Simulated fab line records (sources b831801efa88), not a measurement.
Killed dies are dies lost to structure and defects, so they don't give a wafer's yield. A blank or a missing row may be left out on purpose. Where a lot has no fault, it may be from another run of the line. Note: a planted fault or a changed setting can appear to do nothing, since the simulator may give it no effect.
Matching of chambers || flow sky130 || SKY_CONTACT_ETCH_17 on rie_diel-04 has 4 sister chambers
The step etches SiO2 in C4F8/O2/Ar, stops on Si3N4, target depth 340 nm. 4 wafers are shown with their chamber, then 9 later ones without.

WAFERS, EACH WITH ITS CHAMBER
{"wafer": "L079.2", "chamber": 3, "oes_product_au (a.u.)": 0.897}
{"wafer": "L079.6", "chamber": 2, "oes_product_au (a.u.)": 0.894}
{"wafer": "L086.4", "chamber": 1, "oes_product_au (a.u.)": 0.894}
{"wafer": "L086.5", "chamber": 0, "oes_product_au (a.u.)": 0.887}

WAFERS WITHOUT THEIR CHAMBER
{"wafer": "L088.1", "oes_product_au (a.u.)": 0.897}
{"wafer": "L088.2", "oes_product_au (a.u.)": 0.889}
{"wafer": "L088.3", "oes_product_au (a.u.)": 0.895}
{"wafer": "L088.4", "oes_product_au (a.u.)": 0.896}
{"wafer": "L088.5", "oes_product_au (a.u.)": 0.899}
{"wafer": "L088.6", "oes_product_au (a.u.)": 0.884}
{"wafer": "L096.3", "oes_product_au (a.u.)": 0.894}
{"wafer": "L096.4", "oes_product_au (a.u.)": 0.895}
{"wafer": "L096.6", "oes_product_au (a.u.)": 0.885}

WHICH CHAMBER EACH ONE RAN IN
{"wafer": "L088.1", "from the rows above": "can't be placed: 3 or 1 or 2", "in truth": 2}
{"wafer": "L088.2", "from the rows above": "can't be placed: 0 or 1 or 2", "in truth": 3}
{"wafer": "L088.3", "from the rows above": "can't be placed: 1 or 2 or 3", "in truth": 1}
{"wafer": "L088.4", "from the rows above": "can't be placed: 3 or 1 or 2", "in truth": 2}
{"wafer": "L088.5", "from the rows above": "can't be placed: 3 or 1 or 2", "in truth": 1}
{"wafer": "L088.6", "from the rows above": 0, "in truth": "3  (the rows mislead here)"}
{"wafer": "L096.3", "from the rows above": "can't be placed: 1 or 2 or 3", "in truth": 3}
{"wafer": "L096.4", "from the rows above": "can't be placed: 1 or 2 or 3", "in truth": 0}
{"wafer": "L096.6", "from the rows above": 0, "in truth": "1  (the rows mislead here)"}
0 of 9 placed correctly. Can't be placed from these rows: 7 (the true chamber is among the candidates in 5). Number placed wrongly: 2.
How it was worked out, from the rows above alone: a wafer's distance from a chamber is the root of the sum, over the readings, of the square of ((its reading less the chamber's mean) divided by the reading's scatter). If the next closest chamber is less than 2 further off than the closest, the wafer can't be placed; otherwise it belongs to the closest. The mean given for a chamber averages the wafers shown for that chamber. The scatter: root of mean squared gap, hidden wafer to nearest shown wafer, with one shown wafer a chamber.
